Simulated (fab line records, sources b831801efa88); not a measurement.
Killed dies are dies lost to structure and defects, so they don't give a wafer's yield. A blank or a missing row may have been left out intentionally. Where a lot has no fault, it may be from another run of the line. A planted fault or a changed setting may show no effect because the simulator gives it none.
Comparing a struck lot with a sound one	flow sky130	28 out of 708 route steps
Sound: these wafers, L419.1, L419.5, L419.6. Struck: wafer L422.2 (left out: L422.1, L422.5 of the same lot, which were not struck); the cause appears at the end.
Each step with rows lists, per side, the tool, then ch with its chambers, then its first start. Under that, the readings that differ: sound wafers	struck wafers	difference of the means	sigmas: that difference in standard deviations of wafers without a fault.
alike: readings whose means differ by less than 2 such deviations, and words and numbers that are the same on both sides. not compared: withheld readings, readings that some wafer has no value for, bounds like >300 that may hide the same value, and numbers for which the record gives no deviation and whose values overlap.
Wherever a step has rows on one side only, a row that says differs or no value, or a row with sigmas, the two part there. Numbers that have no deviation but don't overlap get no sigmas and don't part them. A reading that every wafer of one side lacks parts them only if that side has two wafers or more.

first, 5 steps without rows for these wafers: SKY_VIA4_ETCH_12 (etches SiO2 in C4F8/O2/Ar, stops on TiN, target depth 580 nm); SKY_VIA4_STRIP_13 (strips in O2/N2); SKY_VIA4_STRIP_14 (strips in post etch residue remover, time 1200 s); SKY_VIA4_CLEAN_15 (cleans in IPA, time 180 s); SKY_VIA4_CLEAN_16 (cleans in O3/DIW).
SKY_VIA4_SPUTTER_17: material TiN, target thk 20 nm, time 80 s.
  sound on pvd_sputter-01 at day 43 19:44; struck on pvd_sputter-01 at day 45 00:45
  alike: cathode_dc_power_W, throttle_valve_pct
then, 1 step without rows for these wafers: SKY_VIA4_CVD_18 (deposits W, target thk 505 nm, time 152.14 s).
SKY_VIA4_RS_MEAS_19: a four-point-probe measurement.
  sound on film_metro-01 at day 43 19:56; struck on film_metro-03 at day 45 00:58
  alike: VIA4_W_RS
SKY_VIA4_THK_MEAS_20: measures by xrf.
  sound on film_metro-01 at day 43 20:04; struck on film_metro-03 at day 45 01:05
reading	sound	struck	difference	sigmas
VIA4_W_THK (nm)	492 497 489	477	-16	-2
SKY_VIA4_CMP_21: polishes, stops on SiO2, t overpolish 25 s, target thk 0 nm.
  sound on cmp-02 ch 1,2, day 43 20:10; struck on cmp-02 ch 2, day 45 01:12
  alike: edge_zone_pressure_frac, motor_current_A, overpolish_run_s, time_to_endpoint_s
then, 2 steps without rows for these wafers: SKY_METAL5_SPUTTER_00 (material Ti, target thk 15 nm, time 10 s); SKY_METAL5_SPUTTER_01 (material TiN, target thk 20 nm, time 16.7 s).
SKY_METAL5_SPUTTER_02: material AlCu, target thk 1150 nm, time 61.2 s.
  sound on pvd_sputter-02 at day 43 20:28; struck on pvd_sputter-04 at day 45 01:29
reading	sound	struck	difference	sigmas
cathode_dc_power_W (W)	10600 10602 10599	9023.8	-1576.5	-99 or more
model.AlCu_of_METAL5_SPUTTER_02.thk_nm (nm)	1159 1157 1163	983.6	-176.1	
  alike: throttle_valve_pct
SKY_METAL5_SPUTTER_03: material Ti, target thk 5 nm, time 3.3 s.
  sound on pvd_sputter-02 at day 43 20:31; struck on pvd_sputter-04 at day 45 01:32
  alike: cathode_dc_power_W, throttle_valve_pct
SKY_METAL5_SPUTTER_04: material TiN, target thk 70 nm, time 58.3 s.
  sound on pvd_sputter-02 at day 43 20:32; struck on pvd_sputter-04 at day 45 01:34
  alike: cathode_dc_power_W, throttle_valve_pct
SKY_METAL5_RS_MEAS_05: a four-point-probe measurement.
  sound on film_metro-04 at day 43 20:35; struck on film_metro-02 at day 45 01:37
reading	sound	struck	difference	sigmas
METAL5_ALCU_RS (ohm/sq)	0.02682 0.02684 0.02674	0.03165	+0.00485	+19
SKY_METAL5_THK_MEAS_06: measures by xrf.
  sound on film_metro-04 at day 43 20:43; struck on film_metro-02 at day 45 01:44
reading	sound	struck	difference	sigmas
METAL5_ALCU_THK (nm)	1169 1174 1171	964	-207	-13
then, 8 steps without rows for these wafers: SKY_METAL5_DEHYDRATE_07 (time 60 s); SKY_METAL5_HMDS_08 (prime time 60 s); SKY_METAL5_COAT_09 (resist thk 1800 nm); SKY_METAL5_SOFTBAKE_10 (time 61.79 s); SKY_METAL5_EXPOSE_11 (exposes mask MM5, target cd 1600 nm); SKY_METAL5_PEB_12; SKY_METAL5_DEVELOP_13 (develop time 60 s); SKY_METAL5_DESCUM_14 (chemistry O2, time 11 s).
SKY_METAL5_METAL_ETCH_15: etches the open film in Cl2/BCl3, stops on SiO2, target depth 1260 nm, time 252 s.
  sound on rie_metal-04 ch 0,1, day 44 18:14; struck on rie_metal-04 ch 0, day 45 22:46
reading	sound	struck	difference	sigmas
oes_product_au (a.u.)	0.892 0.899 0.902	0.833	-0.065	-12
  alike: drypump_motor_current_A, rf_fwd_power_W, throttle_valve_pct
  not compared: rf_hours_counter_h
SKY_METAL5_STRIP_16: strips in O2/N2.
  sound on plasma_asher-04 ch 0,1, day 44 18:28; struck on plasma_asher-02 ch 0, day 45 22:59
reading	sound	struck	difference	sigmas
drypump_motor_current_A (A)	5.80 5.78 5.51	5.25	-0.45	-2
  alike: oes_product_au, strip_time_to_endpoint_s
  not compared: rf_hours_counter_h
SKY_PAD_OPEN_PROBE_99:
  sound on prober-01 at day 46 15:32; struck on prober-01 at day 47 19:32
reading	sound	struck	difference	sigmas
killed_at_M0_to_M3	61 54 50	39	-16	-2
model.etest.met5.rs_ohm_sq	0.02678 0.02669 0.02694	0.03168	+0.00488	
model.etest.met5.line_ohm_um	0.01673 0.01663 0.01681	0.01962	+0.00290	
  alike: defect_limited_yield, killed_at_M4_up, killed_at_contacts, killed_at_front_end, killed_at_other, killed_dies, killed_open, killed_short, sort_bin_3_pad_short, sort_bin_5_function, sort_bin_6_memory, sort_n_pass, sort_yield_pct

WHERE THEY PART
First at SKY_VIA4_THK_MEAS_20; last, within this record, at SKY_PAD_OPEN_PROBE_99.

WHY: what the simulator had put in
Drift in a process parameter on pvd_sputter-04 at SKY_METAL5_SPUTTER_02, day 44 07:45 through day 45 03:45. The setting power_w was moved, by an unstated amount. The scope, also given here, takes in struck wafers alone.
